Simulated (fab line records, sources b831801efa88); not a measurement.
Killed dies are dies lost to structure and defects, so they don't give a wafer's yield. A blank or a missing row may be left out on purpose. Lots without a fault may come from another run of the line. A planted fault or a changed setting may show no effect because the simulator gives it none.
fab line records | flow sky130 | part 1 of 2: steps 1 to 26 of 38
record lots=5 wafers=15 last_day=50
route steps=708 shown LI_CONTACT@362 LOCAL_INTERCONNECT@387
lots that met no fault: from a run of the same line without faults
start_h: hours from the record's first day to the start of the lot's first wafer shown | wait_h: hours since the lot's step before | " the same as in the row above | L1.1+2: a row that stands for several wafers | - no value, or no start given | * or withheld: withheld | < > ~ a bound
route shown NAME@n: a module of which the file shows steps, and the number in the route of the first | usual: mean/standard deviation of fault-free wafers | same: alike in all rows | chamber/n: place in a boat | sites: the reading at each site | _std_site: their standard deviation | _edge_site: outer sites' mean less inner sites' | radius_mm: how far each site lies from the wafer's centre | mask NAME#n: copy n | behind: the tool/chamber that last shaped the wafer | hold: why the lot was held/for how many hours/how that ended | device: the transistor (n, p or np) that didn't switch | end of line: the same wafers' tests at the end of the route | a step without rows: its recipe alone | killed: dies lost to structure and defects at the first sort, not the wafer's yield | map: a wafer's dies, x killed, . not, _ none there
set.NAME: the setting as run; set.NAME@STEP: as run at that earlier step | model.NAME: the simulator's own value behind a step, which no gauge read
lots at some steps of the route; a table a step, a row a wafer
services: from which hour (start_h, from the record's first day; less than 0 if before it) a tool's chamber was out of use, for how many hours, and why
## steps
# step SKY_LI_CONTACT_HDPCVD_00
# recipe material=PSG target_thk_nm=930 sigma_open_frac=0.3 time_s=155 temp_c=600 sih4_flow_sccm=60 pressure_mtorr=6
# columns lot.wafer tool chamber start_h wait_h
L080.2+5+6 hdpcvd-01 1,1,2 718.67 0.0
L082.1+3+4 hdpcvd-01 1,0,0 721.43 0.0
L084.2+4+5 hdpcvd-01 0,0,1 727.16 0.0
L083.2+4+5 hdpcvd-01 1,1,2 730.03 0.0
L095.1+2+6 hdpcvd-01 0,1,0 829.86 0.0
# step SKY_LI_CONTACT_THK_MEAS_01
# recipe reads=PSG_of_LI_CONTACT_HDPCVD_00
# usual LI_CONTACT_HDPCVD_THK=931/8.6
# columns lot.wafer tool chamber start_h wait_h LI_CONTACT_HDPCVD_THK[nm]
L080.2 film_metro-03 - 718.79 0.1 922
L080.5 " - " " 935
L080.6 " - " " 924
L082.1 film_metro-03 - 721.53 0.1 930
L082.3 " - " " 928
L082.4 " - " " 946
L084.2 film_metro-03 - 727.28 0.1 932
L084.4 " - " " 926
L084.5 " - " " 940
L083.2 film_metro-03 - 730.14 0.1 929
L083.4 " - " " 927
L083.5 " - " " 926
L095.1 film_metro-02 - 829.97 0.1 934
L095.2 " - " " 935
L095.6 " - " " 930
# step SKY_LI_CONTACT_CMP_02
# recipe material=PSG down_force_psi=4 platen_rpm=60 pad_velocity_m_s=0.94248
# usual motor_current_A=11.8/1 retaining_ring_pressure_frac=0.999/0.0047 time_to_endpoint_s=33.2/2.5
# columns lot.wafer tool chamber start_h wait_h motor_current_A retaining_ring_pressure_frac time_to_endpoint_s
L080.2 cmp-02 0 718.99 0.2 11.2 1.005 34.6
L080.6 " 1 " " 11.3 0.991 28.4
L080.5 " 2 " " 11.9 0.997 33.4
L082.1 cmp-02 1 721.64 0.1 10.7 1.003 32.5
L082.4 " 2 " " 12.2 0.997 38.0
L082.3 " 3 " " 12.0 0.999 34.4
L084.4 cmp-02 2 727.33 0.0 11.4 1.002 35.2
L084.2 " 0 " " 11.5 1.006 36.2
L084.5 " 3 " " 11.8 1.000 38.0
L083.2 cmp-01 2 730.24 0.1 13.6 1.003 33.8
L083.4 " 3 " " 11.5 0.996 33.3
L083.5 " 1 " " 10.9 0.991 35.5
L095.1 cmp-02 2 830.03 0.1 12.0 1.000 34.4
L095.2 " 3 " " 11.0 0.996 31.7
L095.6 " 3 " " 11.5 1.002 30.3
# step SKY_LI_CONTACT_BOW_MEAS_03
# recipe mode=bow
# usual LI_CONTACT_BOW=56/6.2
# columns lot.wafer tool chamber start_h wait_h LI_CONTACT_BOW[um]
L080.2 film_metro-02 - 719.16 0.1 60
L080.5 " - " " 68
L080.6 " - " " 62
L082.1 film_metro-03 - 721.89 0.2 58
L082.3 " - " " 44
L082.4 " - " " 52
L084.2 film_metro-04 - 727.65 0.2 70
L084.4 " - " " 65
L084.5 " - " " 60
L083.2 film_metro-03 - 730.51 0.2 58
L083.4 " - " " 61
L083.5 " - " " 48
L095.1 film_metro-03 - 830.33 0.2 58
L095.2 " - " " 55
L095.6 " - " " 50
# step SKY_LI_CONTACT_DEHYDRATE_04
# recipe temp_c=200 time_s=60
# columns lot.wafer tool chamber start_h wait_h
L080.2+5+6 litho_track-03 0 732.18 13.0
L082.1+3+4 litho_track-04 0 735.77 13.9
L084.2+4+5 litho_track-04 0 740.75 13.1
L083.2+4+5 litho_track-03 0 743.83 13.3
L095.1+2+6 litho_track-02 0 842.50 12.2
# step SKY_LI_CONTACT_HMDS_05
# recipe prime_time_s=60 prime_temp_c=120
# same prime_time_s=60
# columns lot.wafer tool chamber start_h wait_h
L080.2+5+6 litho_track-03 0 732.33 0.1
L082.1+3+4 litho_track-04 0 735.92 0.1
L084.2+4+5 litho_track-04 0 740.90 0.1
L083.2+4+5 litho_track-03 0 743.98 0.1
L095.1+2+6 litho_track-02 0 842.65 0.1
# step SKY_LI_CONTACT_COAT_06
# recipe resist=BARC temp_c=withheld time_s=withheld spin_rpm=3000 resist_thk_nm=60
# usual spin_speed_rpm=3000.2/1.9
# columns lot.wafer tool chamber start_h wait_h spin_speed_rpm
L080.2 litho_track-03 0 732.48 0.1 3001.1
L080.5 " 0 " " 3002.9
L080.6 " 0 " " 3001.7
L082.1 litho_track-04 0 736.07 0.1 2998.2
L082.3 " 0 " " 3001.1
L082.4 " 0 " " 3000.7
L084.2 litho_track-04 0 741.05 0.1 2997.8
L084.4 " 0 " " 2998.3
L084.5 " 0 " " 2999.3
L083.2 litho_track-03 0 744.13 0.1 2998.0
L083.4 " 0 " " 2996.2
L083.5 " 0 " " 3002.4
L095.1 litho_track-02 0 842.80 0.1 2996.3
L095.2 " 0 " " 2996.8
L095.6 " 0 " " 3002.1
# step SKY_LI_CONTACT_COAT_07
# recipe resist=KrF-thick spin_rpm=3000 resist_thk_nm=450
# usual spin_speed_rpm=2999.6/2
# columns lot.wafer tool chamber start_h wait_h spin_speed_rpm
L080.2 litho_track-03 0 - - 2999.4
L080.5 " 0 " " 2995.4
L080.6 " 0 " " 2996.8
L082.1 litho_track-04 0 - - 2999.1
L082.3 " 0 " " 3001.2
L082.4 " 0 " " 3000.3
L084.2 litho_track-04 0 - - 3000.1
L084.4 " 0 " " 3001.1
L084.5 " 0 " " 2997.7
L083.2 litho_track-03 0 - - 3001.3
L083.4 " 0 " " 3001.5
L083.5 " 0 " " 3002.3
L095.1 litho_track-02 0 - - 3000.0
L095.2 " 0 " " 2996.1
L095.6 " 0 " " 3003.9
# step SKY_LI_CONTACT_SOFTBAKE_08
# recipe temp_c=100 time_s=91.21 resist=KrF-thick
# usual plate_sensor_t_centre_C=100.88/0.0099 plate_sensor_t_edge_C=100.95/0.011
# columns lot.wafer tool chamber start_h wait_h plate_sensor_t_centre_C plate_sensor_t_edge_C
L080.2 litho_track-03 0 - - 100.87 100.96
L080.5 " 0 " " 100.89 100.96
L080.6 " 0 " " 100.89 100.95
L082.1 litho_track-04 0 - - 100.88 100.97
L082.3 " 0 " " 100.87 100.92
L082.4 " 0 " " 100.87 100.95
L084.2 litho_track-04 0 - - 100.88 100.96
L084.4 " 0 " " 100.88 100.96
L084.5 " 0 " " 100.89 100.94
L083.2 litho_track-03 0 - - 100.89 100.95
L083.4 " 0 " " 100.9 100.95
L083.5 " 0 " " 100.89 100.96
L095.1 litho_track-02 0 - - 100.87 100.95
L095.2 " 0 " " 100.88 100.96
L095.6 " 0 " " 100.89 100.95
# step SKY_LI_CONTACT_EXPOSE_09
# recipe mask_id=LICM1 na=0.8 source_shape=annular sigma_inner=0.55 sigma_outer=0.85 target_cd_nm=170 dose_mj=38
# usual exposure_dose_mJ_cm2=37.98/0.037
# same na=0.8
# columns lot.wafer tool chamber start_h wait_h mask exposure_dose_mJ_cm2
L080.2 krf_scanner-02 0 - - LICM1#0 38.02
L080.5 " 0 " " LICM1#0 37.96
L080.6 " 0 " " LICM1#0 38.00
L082.1 krf_scanner-02 0 - - LICM1#0 37.97
L082.3 " 0 " " LICM1#0 37.96
L082.4 " 0 " " LICM1#0 37.97
L084.2 krf_scanner-01 0 - - LICM1#0 38.01
L084.4 " 0 " " LICM1#0 37.98
L084.5 " 0 " " LICM1#0 37.99
L083.2 krf_scanner-01 0 - - LICM1#0 37.96
L083.4 " 0 " " LICM1#0 38.00
L083.5 " 0 " " LICM1#0 37.94
L095.1 krf_scanner-01 0 - - LICM1#0 37.95
L095.2 " 0 " " LICM1#0 37.96
L095.6 " 0 " " LICM1#0 37.99
# step SKY_LI_CONTACT_PEB_10
# recipe peb_temp_c=withheld peb_time_s=withheld resist=KrF-thick
# columns lot.wafer tool chamber start_h wait_h
L080.2+5+6 litho_track-04 0 - -
L082.1+3+4 litho_track-03 0 - -
L084.2+4+5 litho_track-03 0 - -
L083.2+4+5 litho_track-02 0 - -
L095.1+2+6 litho_track-02 0 - -
# step SKY_LI_CONTACT_DEVELOP_11
# recipe develop_time_s=60 resist=KrF-thick dev_temp_c=21
# columns lot.wafer tool chamber start_h wait_h
L080.2+5+6 litho_track-04 0 - -
L082.1+3+4 litho_track-03 0 - -
L084.2+4+5 litho_track-03 0 - -
L083.2+4+5 litho_track-02 0 - -
L095.1+2+6 litho_track-02 0 - -
# step SKY_LI_CONTACT_CD_MEAS_12
# recipe target_cd_nm=170
# usual cd_nm=169.2/1.3
# columns lot.wafer tool chamber start_h wait_h cd_nm
L080.2 cd_sem-01 - 746.64 - 170.1
L080.5 " - " " 172.3
L080.6 " - " " 170.5
L082.1 cd_sem-01 - 748.86 - 169.1
L082.3 " - " " 168.7
L082.4 " - " " 168.7
L084.2 cd_sem-01 - 753.33 - 170.2
L084.4 " - " " 169.1
L084.5 " - " " 168.6
L083.2 cd_sem-01 - 756.07 - 168.3
L083.4 " - " " 167.8
L083.5 " - " " 167.4
L095.1 cd_sem-02 - 856.80 - 167.7
L095.2 " - " " 167.9
L095.6 " - " " 166.7
# step SKY_LI_CONTACT_OVL_MEAS_13
# usual LI_CONTACT_OVL=-1/5.3
# columns lot.wafer tool chamber start_h wait_h LI_CONTACT_OVL[nm]
L080.2 overlay-01 - 746.75 0.1 -3
L080.5 " - " " 2
L080.6 " - " " 4
L082.1 overlay-01 - 748.98 0.1 -8
L082.3 " - " " -9
L082.4 " - " " -11
L084.2 overlay-01 - 753.43 0.1 5
L084.4 " - " " 4
L084.5 " - " " 9
L083.2 overlay-02 - 756.17 0.1 6
L083.4 " - " " 2
L083.5 " - " " 3
L095.1 overlay-02 - 856.92 0.1 -4
L095.2 " - " " 1
L095.6 " - " " 13
# step SKY_LI_CONTACT_ETCH_14
# recipe chemistry=N2/H2 target=BARC ion_energy_ev=200 source_w=500 bias_w=100 pressure_mtorr=30 n2_flow_sccm=100 h2_flow_sccm=200 stop_on=SiO2 time_s=45.9 target_depth_a=600
# usual drypump_motor_current_A=5.5/0.35 oes_product_au=0.856/0.0044 throttle_valve_pct=13.226/0.01
# columns lot.wafer tool chamber start_h wait_h drypump_motor_current_A oes_product_au rf_hours_counter_h throttle_valve_pct
L080.2 rie_diel-04 2 746.78 0.0 5.0 0.865 14 13.231
L080.5 " 2 " " 5.0 0.859 - 13.227
L080.6 " 3 " " 5.9 0.855 - 13.254
L082.1 rie_diel-03 2 749.02 0.0 5.4 0.854 9 13.250
L082.3 " 0 " " 6.1 0.852 2 13.222
L082.4 " 3 " " 5.8 0.861 39 13.228
L084.2 rie_diel-03 0 753.46 0.0 6.1 0.857 2 13.226
L084.4 " 1 " " 4.6 0.852 8 13.217
L084.5 " 3 " " 5.8 0.850 - 13.231
L083.2 rie_diel-02 0 756.20 0.0 5.4 0.862 17 13.225
L083.4 " 1 " " 5.7 0.853 12 13.213
L083.5 " 0 " " 5.4 0.855 - 13.222
L095.1 rie_diel-02 1 856.95 0.0 5.6 0.858 14 13.237
L095.2 " 0 " " 5.5 0.856 21 13.224
L095.6 " 3 " " 5.5 0.851 - 13.228
# step SKY_LI_CONTACT_ETCH_15
# recipe target=PSG chemistry=C4F8/O2/Ar stop_on=Si taper_deg=4.15 mask_material=KrF-thick source_w=1500 bias_w=1200 pressure_mtorr=40 c4f8_flow_sccm=withheld O2_flow_sccm=6 Ar_flow_sccm=300 time_s=withheld target_depth_a=6000
# usual oes_product_au=0.837/0.0045
# columns lot.wafer tool chamber start_h wait_h oes_product_au
L080.2 rie_diel-04 2 746.82 0.0 0.840
L080.5 " 2 " " 0.841
L080.6 " 3 " " 0.830
L082.1 rie_diel-03 2 749.06 0.0 0.840
L082.3 " 0 " " 0.843
L082.4 " 3 " " 0.840
L084.2 rie_diel-03 0 753.51 0.0 0.842
L084.4 " 1 " " 0.829
L084.5 " 3 " " 0.840
L083.2 rie_diel-02 0 756.25 0.0 0.837
L083.4 " 1 " " 0.840
L083.5 " 0 " " 0.838
L095.1 rie_diel-02 1 857.00 0.0 0.832
L095.2 " 0 " " 0.836
L095.6 " 3 " " 0.836
# step SKY_LI_CONTACT_STRIP_16
# recipe chemistry=O2/N2 power_w=1400 pressure_mtorr=1500 platen_temp_c=withheld o2_flow_sccm=3000 n2_flow_sccm=300 overash_fraction=0.5
# usual drypump_motor_current_A=5.69/0.19 oes_product_au=0.375/0.0048 strip_time_to_endpoint_s=3.506/0.026
# columns lot.wafer tool chamber start_h wait_h drypump_motor_current_A oes_product_au rf_hours_counter_h strip_time_to_endpoint_s
L080.2 plasma_asher-03 0 746.91 - 5.39 0.372 63 3.546
L080.5 " 0 " " 5.38 0.371 - 3.515
L080.6 " 1 " " 5.47 0.372 - 3.473
L082.1 plasma_asher-04 1 749.14 - 5.82 0.379 1 3.533
L082.3 " 1 " " 5.83 0.383 - 3.532
L082.4 " 0 " " 5.85 0.379 - 3.502
L084.2 plasma_asher-01 0 753.59 - 5.47 0.379 95 3.526
L084.4 " 1 " " 5.89 0.377 - 3.531
L084.5 " 1 " " 5.89 0.370 - 3.521
L083.2 plasma_asher-03 1 756.33 - 5.48 0.375 64 3.505
L083.4 " 0 " " 5.37 0.372 - 3.480
L083.5 " 0 " " 5.40 0.378 - 3.484
L095.1 plasma_asher-04 0 857.08 - 5.85 0.378 11 3.507
L095.2 " 1 " " 5.82 0.373 11 3.511
L095.6 " 0 " " 5.85 0.375 - 3.524
# step SKY_LI_CONTACT_CLEAN_17
# recipe chemistry=NMP time_s=600 temp_c=60 dry=n2_spin
# columns lot.wafer tool chamber start_h wait_h
L080.2+5+6 wet_bench-04 2 747.01 0.1
L082.1+3+4 wet_bench-03 3 749.24 0.1
L084.2+4+5 wet_bench-03 0 753.69 0.1
L083.2+4+5 wet_bench-02 3 756.43 0.1
L095.1+2+6 wet_bench-04 3 857.18 0.1
# step SKY_LI_CONTACT_PRE_CLEAN_18
# recipe gas=Ar time_s=5.6 bias_v=358
# columns lot.wafer tool chamber start_h wait_h
L080.2+5+6 pvd_sputter-01 - 747.18 0.0
L082.1+3+4 pvd_sputter-03 - 749.42 0.0
L084.2+4+5 pvd_sputter-02 - 753.87 0.0
L083.2+4+5 pvd_sputter-02 - 756.61 0.0
L095.1+2+6 pvd_sputter-03 - 857.36 0.0
# step SKY_LI_CONTACT_SPUTTER_19
# recipe material=Ti target_thk_nm=20 chamber_pressure_pa=5 power_w=2500 substrate_temp_c=200 time_s=106.37
# usual throttle_valve_pct=29.7/0.96
# columns lot.wafer tool chamber start_h wait_h throttle_valve_pct
L080.2 pvd_sputter-01 - 747.20 0.0 29.6
L080.5 " - " " 29.7
L080.6 " - " " 29.0
L082.1 pvd_sputter-03 - 749.44 0.0 29.3
L082.3 " - " " 31.8
L082.4 " - " " 27.8
L084.2 pvd_sputter-02 - 753.89 0.0 30.1
L084.4 " - " " 29.2
L084.5 " - " " 29.4
L083.2 pvd_sputter-02 - 756.63 0.0 29.5
L083.4 " - " " 29.3
L083.5 " - " " 29.2
L095.1 pvd_sputter-03 - 857.38 0.0 29.9
L095.2 " - " " 31.9
L095.6 " - " " 27.8
# step SKY_LI_CONTACT_SPUTTER_20
# recipe material=TiN target_thk_nm=20 chamber_pressure_pa=5 power_w=4000 time_s=80
# usual throttle_valve_pct=29.7/0.98
# columns lot.wafer tool chamber start_h wait_h throttle_valve_pct
L080.2 pvd_sputter-01 - 747.28 0.0 29.5
L080.5 " - " " 29.6
L080.6 " - " " 29.3
L082.1 pvd_sputter-03 - 749.51 0.0 29.5
L082.3 " - " " 32.1
L082.4 " - " " 28.1
L084.2 pvd_sputter-02 - 753.96 0.0 30.0
L084.4 " - " " 29.3
L084.5 " - " " 29.4
L083.2 pvd_sputter-02 - 756.70 0.0 29.2
L083.4 " - " " 29.2
L083.5 " - " " 29.4
L095.1 pvd_sputter-03 - 857.45 0.0 30.3
L095.2 " - " " 32.0
L095.6 " - " " 27.8
# step SKY_LI_CONTACT_CVD_21
# recipe material=W target_thk_nm=400 time_s=120.56 temp_c=397.7 pressure_torr=40
# usual heater_power_w=761/67
# columns lot.wafer tool chamber start_h wait_h heater_power_w
L080.2 cvd_w-01 1 747.34 0.0 735
L080.5 " 0 " " 801
L080.6 " 1 " " 726
L082.1 cvd_w-01 0 749.57 0.0 808
L082.3 " 0 " " 818
L082.4 " 1 " " 742
L084.2 cvd_w-01 1 754.02 0.0 736
L084.4 " 1 " " 719
L084.5 " 1 " " 730
L083.2 cvd_w-01 0 756.76 0.0 825
L083.4 " 0 " " 815
L083.5 " 1 " " 741
L095.1 cvd_w-02 0 857.51 0.0 656
L095.2 " 1 " " 829
L095.6 " 0 " " 649
# step SKY_LI_CONTACT_RS_MEAS_22
# recipe thk_meas_gauge=four-point-probe reads=W_of_LI_CONTACT_CVD_21+TiN_of_LI_CONTACT_SPUTTER_20+Ti_of_LI_CONTACT_SPUTTER_19
# usual LI_CONTACT_W_RS=0.297/0.0041
# columns lot.wafer tool chamber start_h wait_h LI_CONTACT_W_RS[ohm/sq]
L080.2 film_metro-02 - 747.48 0.1 0.295
L080.5 " - " " 0.292
L080.6 " - " " 0.297
L082.1 film_metro-03 - 749.70 0.1 0.296
L082.3 " - " " 0.295
L082.4 " - " " 0.301
L084.2 film_metro-04 - 754.17 0.1 0.302
L084.4 " - " " 0.302
L084.5 " - " " 0.302
L083.2 film_metro-03 - 756.91 0.1 0.300
L083.4 " - " " 0.295
L083.5 " - " " 0.300
L095.1 film_metro-03 - 857.64 0.1 0.293
L095.2 " - " " 0.293
L095.6 " - " " 0.295
# step SKY_LI_CONTACT_THK_MEAS_23
# recipe thk_meas_gauge=xrf reads=W_of_LI_CONTACT_CVD_21
# usual LI_CONTACT_W_THK=382/7.8
# columns lot.wafer tool chamber start_h wait_h LI_CONTACT_W_THK[nm]
L080.2 film_metro-02 - 747.59 0.1 379
L080.5 " - " " 384
L080.6 " - " " 379
L082.1 film_metro-03 - 749.82 0.1 393
L082.3 " - " " 393
L082.4 " - " " 386
L084.2 film_metro-04 - 754.28 0.1 372
L084.4 " - " " 370
L084.5 " - " " 372
L083.2 film_metro-03 - 757.02 0.1 387
L083.4 " - " " 392
L083.5 " - " " 388
L095.1 film_metro-03 - 857.76 0.1 394
L095.2 " - " " 397
L095.6 " - " " 393
# step SKY_LI_CONTACT_CMP_24
# recipe stop_on=PSG t_overpolish_s=20 down_force_psi=3.5 platen_rpm=60 target_thk_nm=0 pad_velocity_m_s=0.94248
# usual motor_current_A=10.8/0.86 overpolish_run_s=20.000/0.0091 retaining_ring_pressure_frac=1.000/0.005 time_to_endpoint_s=93/3.1
# columns lot.wafer tool chamber start_h wait_h motor_current_A overpolish_run_s retaining_ring_pressure_frac time_to_endpoint_s
L080.2 cmp-02 0 747.69 0.1 10.6 20.000 1.011 98
L080.6 " 3 " " 10.6 20.008 0.999 94
L080.5 " 0 " " 10.9 19.978 1.012 94
L082.1 cmp-02 3 750.58 0.7 10.4 20.007 0.998 96
L082.3 " 1 " " 10.4 20.000 0.990 96
L082.4 " 2 " " 10.9 20.004 1.003 97
L084.4 cmp-02 1 754.33 0.0 9.8 20.010 0.997 87
L084.2 " 0 " " 10.9 20.006 1.003 91
L084.5 " 2 " " 11.3 20.005 0.996 93
L083.2 cmp-02 3 757.12 0.1 10.4 19.995 0.996 95
L083.4 " 1 " " 10.0 19.992 1.001 93
L083.5 " 3 " " 10.3 20.030 0.994 93
L095.1 cmp-01 1 857.92 0.1 9.8 19.990 1.001 92
L095.2 " 2 " " 12.6 19.999 0.995 91
L095.6 " 3 " " 10.3 20.007 0.990 89
# step SKY_LOCAL_INTERCONNECT_SPUTTER_00
# recipe material=TiN target_thk_nm=100 temp_c=300 power_w=6500 time_s=83.3 chamber_pressure_pa=0.4
# usual throttle_valve_pct=29.6/0.92
# columns lot.wafer tool chamber start_h wait_h throttle_valve_pct
L080.2 pvd_sputter-01 - 747.94 0.2 29.0
L080.5 " - " " 29.2
L080.6 " - " " 29.2
L082.1 pvd_sputter-02 - 750.88 0.2 30.1
L082.3 " - " " 29.1
L082.4 " - " " 29.3
L084.2 pvd_sputter-01 - 754.63 0.1 29.3
L084.4 " - " " 30.9
L084.5 " - " " 29.4
L083.2 pvd_sputter-02 - 757.37 0.2 29.2
L083.4 " - " " 29.3
L083.5 " - " " 29.4
L095.1 pvd_sputter-04 - 858.12 0.1 27.2
L095.2 " - " " 30.0
L095.6 " - " " 30.8
